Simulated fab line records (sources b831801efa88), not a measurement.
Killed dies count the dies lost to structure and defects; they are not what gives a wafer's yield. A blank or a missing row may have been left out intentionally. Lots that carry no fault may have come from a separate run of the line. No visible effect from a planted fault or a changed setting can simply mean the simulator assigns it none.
Check for tools in common -- flow gf180mcu -- Sample size 13 lots and 39 wafers

== REASON IT WAS OPENED ==
At GF_MVPSD_TW_MEAS_11 the reading MVPSD_TW is flagged on 3 of 13 lots. No-fault wafers: 552, standard deviation 4.2.
Rule: a lot gets a flag if all its wafers with a number sit over 4 standard deviations from that mean, or if no wafer of it has a number. All remaining lots are regarded as sound.

lot,measured,on,"MVPSD_TW, wafer by wafer",flag
L530,day 6 00:13,film_metro-04,557 554 557,
L533,day 6 17:46,film_metro-01,548 548 546,
L534,day 7 00:32,film_metro-02,550 554 550,
L535,day 7 05:19,film_metro-02,552 550 552,
L538,day 8 00:59,film_metro-02,549 550 550,
L539,day 8 04:14,film_metro-04,554 555 555,
L541,day 8 22:22,film_metro-02,550 551 551,
L543,day 9 10:14,film_metro-04,578 579 584,FLAGGED
L545,day 9 18:30,film_metro-04,579 582 578,FLAGGED
L546,day 10 01:40,film_metro-04,574 576 572,FLAGGED
L547,day 10 09:13,film_metro-02,546 551 541,
L548,day 10 14:28,film_metro-04,554 552 554,
L549,day 10 20:08,film_metro-04,550 550 552,
The numbers of the flagged lots are 578 on average: +26 against the usual, or +6 standard deviations.

== WHICH TOOL EACH LOT WENT THROUGH ==
The record keeps 1 process step preceding the reading, out of 602 steps on the route. Every cell lists first the tool, next ch and the chambers used by the sampled wafers, and last the start.
lot,flag,GF_MVPSD_IMPLANT_08
L530,,"implanter-02 ch 0, day 5 23:49"
L533,,"implanter-02 ch 0, day 6 17:22"
L534,,"implanter-02 ch 0, day 7 00:08"
L535,,"implanter-03 ch 0, day 7 04:56"
L538,,"implanter-02 ch 0, day 8 00:37"
L539,,"implanter-02 ch 0, day 8 03:50"
L541,,"implanter-02 ch 0, day 8 21:59"
L543,FLAGGED,"implanter-02 ch 0, day 9 09:50"
L545,FLAGGED,"implanter-02 ch 0, day 9 18:07"
L546,FLAGGED,"implanter-02 ch 0, day 10 01:17"
L547,,"implanter-03 ch 0, day 10 08:49"
L548,,"implanter-01 ch 0, day 10 14:05"
L549,,"implanter-01 ch 0, day 10 19:44"
These steps, and what they do:
- GF_MVPSD_IMPLANT_08
- GF_MVPSD_TW_MEAS_11

== FLAGGED OVER TOTAL, TOOL BY TOOL (the gauges that took the reading come last) ==
step,tool,lots run,flagged,share of the flagged lots,sound lots run after its first flagged lot
GF_MVPSD_IMPLANT_08,implanter-01,2,0,none,-
GF_MVPSD_IMPLANT_08,implanter-02,9,3,all,0
GF_MVPSD_IMPLANT_08,implanter-03,2,0,none,-
GF_MVPSD_TW_MEAS_11,film_metro-01,1,0,none,-
GF_MVPSD_TW_MEAS_11,film_metro-02,5,0,none,-
GF_MVPSD_TW_MEAS_11,film_metro-04,7,3,all,"2 (L548,L549)"

== WHAT THE TABLE PERMITS ==
2 rows of the table ran every flagged lot: implanter-02 at GF_MVPSD_IMPLANT_08, film_metro-04 at GF_MVPSD_TW_MEAS_11.
- implanter-02 at GF_MVPSD_IMPLANT_08 ran 9 lots, 3 of them flagged. A fault beginning between L541 (day 8 21:59), its last sound lot, and L543 (day 9 09:50), its first flagged one, fits the data. Its own readings (dose_ions_cm2, faraday_current_uA) fall more than 4 standard deviations out on all wafers of the flagged lots.
- film_metro-04 at GF_MVPSD_TW_MEAS_11 ran 7 lots, 3 of them flagged. Sound lots ran on it after the first flagged one (L548, L549), which a lasting fault on the whole tool wouldn't allow.
Just one tool remains: implanter-02 at GF_MVPSD_IMPLANT_08.

== WHAT THE SIMULATOR PUT IN ==
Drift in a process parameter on implanter-02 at GF_MVPSD_IMPLANT_08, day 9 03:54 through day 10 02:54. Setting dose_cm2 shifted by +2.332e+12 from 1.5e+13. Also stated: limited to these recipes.
Lots struck among those shown: L543, L545, L546. The rule given above showed the same thing.
